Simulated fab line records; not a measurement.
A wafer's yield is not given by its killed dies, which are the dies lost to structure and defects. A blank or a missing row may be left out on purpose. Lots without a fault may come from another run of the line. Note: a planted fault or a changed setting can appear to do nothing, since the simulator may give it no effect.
fab line records    flow sky130
record: lots: 13  wafers: 39  last_day: 50
route steps=708 shown LI_CONTACT@382 LOCAL_INTERCONNECT@387 PAD_OPEN@708
lots that met no fault: taken from a fault-free run of the same line
start_h: hours from the record's opening day to when the first of the lot's shown wafers began    wait_h: hours elapsed since this lot's preceding step    " identical to the entry in the row above    L1.1+2: one row covering several wafers at once    - no value, or no start was given    * or withheld: withheld    < > ~ a bound
route shown NAME@n: names a module that has steps shown in the file, with the first one's number in the route    usual: mean/standard deviation of fault-free wafers    same: alike in all rows    chamber/n: place in a boat    sites: readings site by site    _std_site: the values' standard deviation    _edge_site: outer sites' mean less inner sites'    radius_mm: how far each site lies from the wafer's centre    mask NAME#n: copy n    behind: the most recent tool/chamber to have shaped the wafer    hold: reason for holding the lot/hours on hold/outcome of the hold    device: whichever transistor did not switch (one of n, p or np)    end of line: tests of these same wafers at the route's end    for a step that has no rows: nothing shown but its recipe    killed: count of dies lost to structure and defects at first sort (not the wafer's yield)    map: per-die view of a wafer (x killed, . not killed, _ where there is no die)
set.NAME: the setting the step ran with; set.NAME@STEP: the setting that earlier step ran with    model.NAME: the simulator's own value behind a step, which no gauge read
route steps across a sampled set of lots; one table per step, one row per wafer
services: a tool's chamber out of use, with start hour (start_h, from the record's first day; less than 0 if before it), hours out, and reason
== steps ==
step: SKY_LI_CONTACT_SPUTTER_20
recipe: material: TiN  target_thk_nm: 20  chamber_pressure_pa: 5  power_w: 4000  time_s: 80
usual: throttle_valve_pct: 29.7/0.95
lot.wafer  tool            chamber  start_h  wait_h  throttle_valve_pct
L137.3     pvd_sputter-02  -        682.40   0.0     30.4
L137.4     "               -        "        "       32.5
L137.6     "               -        "        "       32.3
L138.2     pvd_sputter-03  -        687.63   0.0     28.8
L138.3     "               -        "        "       29.1
L138.5     "               -        "        "       28.8
L141.1     pvd_sputter-03  -        706.83   0.0     30.2
L141.2     "               -        "        "       29.8
L141.3     "               -        "        "       28.9
L142.2     pvd_sputter-02  -        715.83   0.0     31.4
L142.3     "               -        "        "       30.3
L142.5     "               -        "        "       31.3
L144.1     pvd_sputter-01  -        745.95   0.0     28.5
L144.5     "               -        "        "       30.1
L144.6     "               -        "        "       30.0
L145.2     pvd_sputter-01  -        747.93   0.0     30.3
L145.3     "               -        "        "       28.5
L145.5     "               -        "        "       28.5
L146.1     pvd_sputter-01  -        748.93   0.0     28.5
L146.3     "               -        "        "       30.3
L146.5     "               -        "        "       30.1
L147.1     pvd_sputter-02  -        753.02   0.0     30.4
L147.4     "               -        "        "       31.2
L147.6     "               -        "        "       32.1
L149.1     pvd_sputter-03  -        772.98   0.0     29.2
L149.3     "               -        "        "       30.3
L149.4     "               -        "        "       28.8
L150.1     pvd_sputter-01  -        785.08   0.0     30.3
L150.2     "               -        "        "       28.4
L150.3     "               -        "        "       29.7
L158.1     pvd_sputter-03  -        838.80   0.0     30.0
L158.3     "               -        "        "       28.6
L158.4     "               -        "        "       28.7
L159.2     pvd_sputter-02  -        845.03   0.0     30.3
L159.3     "               -        "        "       32.2
L159.5     "               -        "        "       28.5
L160.1     pvd_sputter-03  -        850.60   0.0     30.3
L160.5     "               -        "        "       30.0
L160.6     "               -        "        "       28.7
step: SKY_LOCAL_INTERCONNECT_SPUTTER_00
recipe: material: TiN  target_thk_nm: 100  temp_c: 300  power_w: 6500  time_s: 83.3  chamber_pressure_pa: 0.4
usual: throttle_valve_pct: 30.0/1.1
lot.wafer  tool            chamber  start_h  wait_h  throttle_valve_pct
L137.3     pvd_sputter-04  -        683.07   0.2     30.4
L137.4     "               -        "        "       29.7
L137.6     "               -        "        "       30.3
L138.2     pvd_sputter-04  -        688.51   0.1     30.5
L138.3     "               -        "        "       30.0
L138.5     "               -        "        "       30.1
L141.1     pvd_sputter-01  -        707.50   0.1     28.6
L141.2     "               -        "        "       29.8
L141.3     "               -        "        "       30.2
L142.2     pvd_sputter-04  -        716.50   0.2     29.9
L142.3     "               -        "        "       29.7
L142.5     "               -        "        "       28.9
L144.1     pvd_sputter-04  -        746.73   0.1     30.4
L144.5     "               -        "        "       30.5
L144.6     "               -        "        "       29.1
L145.2     pvd_sputter-02  -        748.60   0.1     28.6
L145.3     "               -        "        "       32.3
L145.5     "               -        "        "       31.9
L146.1     pvd_sputter-02  -        749.60   0.2     32.4
L146.3     "               -        "        "       31.0
L146.5     "               -        "        "       31.1
L147.1     pvd_sputter-04  -        753.68   0.2     30.2
L147.4     "               -        "        "       29.2
L147.6     "               -        "        "       29.4
L149.1     pvd_sputter-01  -        773.65   0.1     30.1
L149.3     "               -        "        "       28.6
L149.4     "               -        "        "       30.4
L150.1     pvd_sputter-01  -        785.75   0.1     30.4
L150.2     "               -        "        "       29.0
L150.3     "               -        "        "       30.1
L158.1     pvd_sputter-01  -        839.59   0.1     28.5
L158.3     "               -        "        "       29.2
L158.4     "               -        "        "       30.3
L159.2     pvd_sputter-04  -        845.70   0.2     30.4
L159.3     "               -        "        "       30.5
L159.5     "               -        "        "       30.5
L160.1     pvd_sputter-02  -        851.27   0.1     31.2
L160.5     "               -        "        "       32.5
L160.6     "               -        "        "       30.6
step: SKY_LOCAL_INTERCONNECT_COAT_06
recipe: resist: KrF-thick  spin_rpm: 3000  resist_thk_nm: 450
usual: spin_speed_rpm: 3000.1/2
lot.wafer  tool            chamber  start_h  wait_h  spin_speed_rpm
L137.3     litho_track-01  0        696      -       3002.8
L137.4     "               0        "        "       2999.3
L137.6     "               0        "        "       3000.7
L138.2     litho_track-04  0        702      -       2998.0
L138.3     "               0        "        "       2998.3
L138.5     "               0        "        "       3000.3
L141.1     litho_track-03  0        721      -       2996.8
L141.2     "               0        "        "       2998.9
L141.3     "               0        "        "       2995.5
L142.2     litho_track-01  0        730      -       3000.1
L142.3     "               0        "        "       3003.2
L142.5     "               0        "        "       2998.3
L144.1     litho_track-04  0        759      -       3003.4
L144.5     "               0        760      -       2998.5
L144.6     "               0        "        "       3001.7
L145.2     litho_track-04  0        762      -       3001.8
L145.3     "               0        "        "       2998.8
L145.5     "               0        "        "       3001.6
L146.1     litho_track-04  0        763      -       2951.6
L146.3     "               0        "        "       2950.5
L146.5     "               0        "        "       2952.3
L147.1     litho_track-03  0        766      -       2999.5
L147.4     "               0        "        "       3000.7
L147.6     "               0        "        "       2996.8
L149.1     litho_track-03  0        786      -       2999.8
L149.3     "               0        "        "       2999.4
L149.4     "               0        787      -       2997.1
L150.1     litho_track-04  0        799      -       2950.5
L150.2     "               0        "        "       2949.5
L150.3     "               0        "        "       2950.3
L158.1     litho_track-01  0        853      -       3002.3
L158.3     "               0        "        "       2999.7
L158.4     "               0        "        "       3000.4
L159.2     litho_track-04  0        858      -       2999.1
L159.3     "               0        "        "       3002.7
L159.5     "               0        "        "       3000.2
L160.1     litho_track-04  0        864      -       2998.1
L160.5     "               0        "        "       2999.9
L160.6     "               0        "        "       3001.3
step: SKY_LOCAL_INTERCONNECT_ETCH_13
recipe: chemistry: N2/H2  target: BARC  ion_energy_ev: 200  bias_w: 100  pressure_mtorr: 30  n2_flow_sccm: 100  h2_flow_sccm: 200  icp_w: 500  stop_on: SiO2  time_s: 45.9  target_depth_a: 600
usual: drypump_motor_current_A: 5.9/0.5  oes_product_au: 0.855/0.0049  throttle_valve_pct: 13.225/0.0085
lot.wafer  tool          chamber  start_h  wait_h  drypump_motor_current_A  oes_product_au  rf_hours_counter_h  throttle_valve_pct
L137.3     rie_metal-01  1        711.27   0.0     6.6                      0.855           -                   13.238
L137.4     "             0        "        "       6.1                      0.855           -                   13.231
L137.6     "             0        "        "       6.1                      0.850           -                   13.235
L138.2     rie_metal-03  1        717.09   0.0     5.1                      0.850           12                  13.221
L138.3     "             1        "        "       5.1                      0.856           -                   13.226
L138.5     "             1        "        "       5.1                      0.849           -                   13.214
L141.1     rie_metal-03  1        736.20   0.0     5.1                      0.857           13                  13.239
L141.2     "             0        "        "       5.9                      0.852           11                  13.231
L141.3     "             1        "        "       5.1                      0.864           -                   13.218
L142.2     rie_metal-03  1        745.04   0.0     5.1                      0.853           13                  13.225
L142.3     "             0        "        "       5.9                      0.860           -                   13.235
L142.5     "             0        "        "       5.8                      0.867           -                   13.233
L144.1     rie_metal-01  1        773.09   0.0     6.6                      0.849           1                   13.243
L144.5     "             0        "        "       6.1                      0.853           -                   13.229
L144.6     "             1        "        "       6.6                      0.854           -                   13.213
L145.2     rie_metal-03  0        775.59   0.0     5.9                      0.847           12                  13.207
L145.3     "             0        "        "       5.9                      0.856           -                   13.222
L145.5     "             1        "        "       5.1                      0.857           -                   13.210
L146.1     rie_metal-02  0        776.74   0.0     6.1                      0.855           10                  13.223
L146.3     "             0        "        "       6.0                      0.853           -                   13.210
L146.5     "             0        "        "       6.0                      0.852           -                   13.235
L147.1     rie_metal-01  0        780.05   0.0     6.1                      0.856           14                  13.229
L147.4     "             1        "        "       6.6                      0.850           -                   13.221
L147.6     "             0        "        "       6.1                      0.852           -                   13.229
L149.1     rie_metal-02  0        800.65   0.0     6.1                      0.856           11                  13.213
L149.3     "             0        "        "       6.0                      0.858           -                   13.228
L149.4     "             1        "        "       6.2                      0.863           -                   13.225
L150.1     rie_metal-03  0        813.29   0.0     5.8                      0.862           13                  13.215
L150.2     "             1        "        "       5.1                      0.851           2                   13.212
L150.3     "             1        "        "       5.1                      0.844           -                   13.230
L158.1     rie_metal-03  1        866.35   0.0     5.1                      0.860           3                   13.231
L158.3     "             0        "        "       5.9                      0.862           -                   13.219
L158.4     "             1        "        "       5.1                      0.861           -                   13.208
L159.2     rie_metal-01  0        872.00   0.0     6.1                      0.848           17                  13.231
L159.3     "             1        "        "       6.5                      0.852           -                   13.230
L159.5     "             1        "        "       6.6                      0.859           -                   13.232
L160.1     rie_metal-01  0        877.55   0.0     6.1                      0.850           17                  13.243
L160.5     "             1        "        "       6.6                      0.860           -                   13.233
L160.6     "             0        "        "       6.1                      0.857           -                   13.223
step: SKY_PAD_OPEN_PROBE_99
usual: killed_at_M0_to_M3: 43/8  killed_at_M4_up: 2.9/1.6  killed_at_contacts: 26/5.2  killed_at_front_end: 15/4.3  killed_at_other: 0.3/0.56  killed_dies: 87/10  killed_open: 48/6.9  killed_short: 40/6.5
same: gross_dies: 492  killed_at_back_side: 0
lot.wafer  tool       chamber  start_h  wait_h  killed_at_M0_to_M3  killed_at_M4_up  killed_at_contacts  killed_at_front_end  killed_at_other  killed_dies  killed_open  killed_short
L141.1     prober-02  -        1099.64  0.1     62                  4                21                  17                   0                104          56           48
L141.2     prober-02  -        1099.69  0.1     43                  4                33                  14                   0                94           44           50
L141.3     prober-02  -        1099.74  0.2     40                  2                34                  15                   3                94           50           44
killed by level:class
L141.1 VIA1:geometric_particle:open=15 CONTACT:geometric_particle:open=12 VIA1:geometric_particle:short=8 METAL2:geometric_particle:short=8 METAL1:geometric_particle:short=7 POLY_GATE:geometric_particle:open=6 VIA3:geometric_particle:open=6 VIA2:geometric_particle:short=5
L141.2 CONTACT:geometric_particle:open=10 LI_CONTACT:geometric_particle:open=8 VIA1:geometric_particle:open=8 VIA1:geometric_particle:short=8 VIA3:geometric_particle:open=8 CONTACT:geometric_particle:short=7 LOCAL_INTERCONNECT:geometric_particle:short=6 POLY_GATE:geometric_particle:short=4
L141.3 CONTACT:geometric_particle:open=10 LI_CONTACT:geometric_particle:open=7 FIELD_ISO:geometric_particle:open=6 CONTACT:geometric_particle:short=6 VIA2:geometric_particle:open=5 VIA3:geometric_particle:open=5 METAL2:geometric_particle:short=5 METAL1:geometric_particle:short=5
== services ==
tool            chamber  start_h  hours  kind
pvd_sputter-03  -        658.71   3.3    repair
rie_metal-02    -        676.04   2.8    pm
rie_metal-03    -        683.55   1.1    repair
pvd_sputter-04  -        704.09   2.1    repair
pvd_sputter-03  -        708.36   3.5    repair
rie_metal-03    0        708.43   4.7    repair
pvd_sputter-03  -        709.12   2.6    repair
pvd_sputter-01  -        725.00   4.7    repair
rie_metal-03    1        725.49   3.0    repair
pvd_sputter-02  -        729.54   2.2    repair
rie_metal-01    1        737.46   -      clean
rie_metal-01    1        737.46   17.8   scheduled_down
rie_metal-01    1        737.46   17.8   vent_cycle
pvd_sputter-03  -        742.39   6.1    repair
rie_metal-03    1        751.18   -      clean
rie_metal-03    1        751.18   16.9   scheduled_down
rie_metal-03    1        751.18   16.9   vent_cycle
rie_metal-02    -        760.09   1.4    pm
rie_metal-02    -        779.44   0.2    repair
rie_metal-01    0        781.30   1.6    repair
pvd_sputter-04  -        849.85   2.1    repair
pvd_sputter-03  -        870.84   1.2    repair
rie_metal-02    1        872.20   -      clean
rie_metal-02    1        872.20   22.4   scheduled_down
== key ==
first_sign: step: SKY_LOCAL_INTERCONNECT_COAT_06  reading: spin_speed_rpm  direction: down  sigmas: 24  usual: 3000.1  struck: 2950.8
effect none on later readings
met_at SKY_LOCAL_INTERCONNECT_COAT_06
struck_lots L146,L150
tester_left_out L146,L150
not_acting_at SKY_LI_CONTACT_SPUTTER_20,SKY_LOCAL_INTERCONNECT_SPUTTER_00,SKY_LOCAL_INTERCONNECT_ETCH_13
onset_between 762 763
fault: kind: process_parameter_drift  tool: litho_track-04  chamber: -  onset_h: 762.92  steps: SKY_LOCAL_INTERCONNECT_COAT_06  channel: spin_rpm  offset: -48.137  shape: step  end_h: 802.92  acts_in: these_recipes_only  stated: 3000
tester_left_out: of these lots the tester's yield and bins aren't shown, on N5 and GAA mostly nor the transistor test; their killed dies are dies lost to structure and defects alone, not to doping, threshold or leakage, so they don't give the yield
